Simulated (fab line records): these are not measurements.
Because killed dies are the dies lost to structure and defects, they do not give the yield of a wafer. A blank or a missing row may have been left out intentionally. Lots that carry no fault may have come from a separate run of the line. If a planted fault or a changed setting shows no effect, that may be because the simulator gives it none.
Problem report, 8D (eight disciplines) form, completed by code :: flow sky130 :: the parts of the form that need people (team, actions taken, sign-off) are left out

## 1. THE ISSUE
Mean VIA1_W_RS at SKY_VIA1_RS_MEAS_22: 0.316 ohm/sq over 6 wafers in 2 lots; fault-free wafers: 0.431 ohm/sq, standard deviation 0.0042. Relative to the usual mean, that is a shift of -27 standard deviations.
The step: measures by four-point-probe.
Seen first at day 36 19:31 on film metro-02, wafer L313.2. The record has a number at this step for 30 wafers belonging to 10 lots. Rule for "out" (also "out of limits"): further than 4 standard deviations from the usual mean. The rest of the wafers with a number are treated as sound.

## 2. WHAT IT IS; WHAT IT IS NOT
question: which readings at this step
is: VIA1_W_RS
is not: -

question: which lots
is: L313, L314
is not: L304, L307, L317, L319, L323, L325, L326, L327

question: which wafers of those lots
is: all that have a number
is not: -

question: read on which gauges
is: film metro-02
is not: film metro-01, film metro-04

question: when
is: from day 36 19:31
is not: up to then (6 sound wafers); but 18 sound wafers of L317, L319, L323, L325, L326, L327 came after

## 3. THE SUSPECTS, EACH WITH WHAT RULES IT OUT
Counting: a tool at a process step up to the reading stays a suspect if it ran every lot that is out and no sound lot after the first of them.
- the gauge at SKY_VIA1_RS_MEAS_22 has been ruled out. All the wafers that are out were read on film metro-02, but those of them that SKY_VIA1_CMP_24 has rows for are out there too, on other tools.
- cvd w-01 at SKY_VIA1_CVD_21 (deposits W, target thk 270 nm, time 80.902 s): ruled out as a lasting fault. Following L313 (day 36 19:24), the first lot on it that is out, the sound lots L323, L325, L326 were run on it.
Left after counting: nothing in the record.

## 4. THE CAUSE (what the simulator had put in)
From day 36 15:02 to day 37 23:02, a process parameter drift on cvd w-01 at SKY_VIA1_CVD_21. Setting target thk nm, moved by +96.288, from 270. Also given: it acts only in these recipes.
The count ruled it out by mistake, since the rule takes a fault to strike every lot its tool runs from the start of the fault on, and this one did not do so.

## 5. THE EFFECT CHAIN, in route order
Rows list readings where the struck wafers' mean (over those with a number) sits beyond 3 standard deviations from the usual. Readings are gone through only where the record gives a usual standard deviation; hours: the median, over the lots, of the time from a lot's start at the first step in this table giving one to that lot's start at this step; sigmas: the change measured in usual standard deviations.
hours: 0
step: SKY_VIA1_RS_MEAS_22
reading: VIA1_W_RS
usual: 0.431 ohm/sq
on struck wafers: 0.316
change: -0.115
sigmas: -27

hours: 0
step: SKY_VIA1_THK_MEAS_23
reading: VIA1_W_THK
usual: 271 nm
on struck wafers: 371
change: +100
sigmas: +32

hours: 0
step: SKY_VIA1_CMP_24
reading: time to endpoint s
usual: 65 s
on struck wafers: 88
change: +23
sigmas: +7.5
Here are the process steps it includes:
- SKY_VIA1_CMP_24: polishes, stops on SiO2, t overpolish 15 s, target thk 0 nm.
Later steps that measure or inspect, where all struck wafers having a row at the step show a number for every such reading and not one has moved that far: SKY_VIA2_BOW_MEAS_03.

## 6. HOW IT WOULD HAVE BEEN CAUGHT EARLIER
Counted from the fault's start at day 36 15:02, it took 4 hours until the first out-of-limits reading at a measuring or inspecting step in this record, taken at day 36 19:31.
Tool readings at SKY_VIA1_CVD_21 with a usual standard deviation given in the record: none out on any struck wafer, hence no alarm at a limit of 4 standard deviations on them.
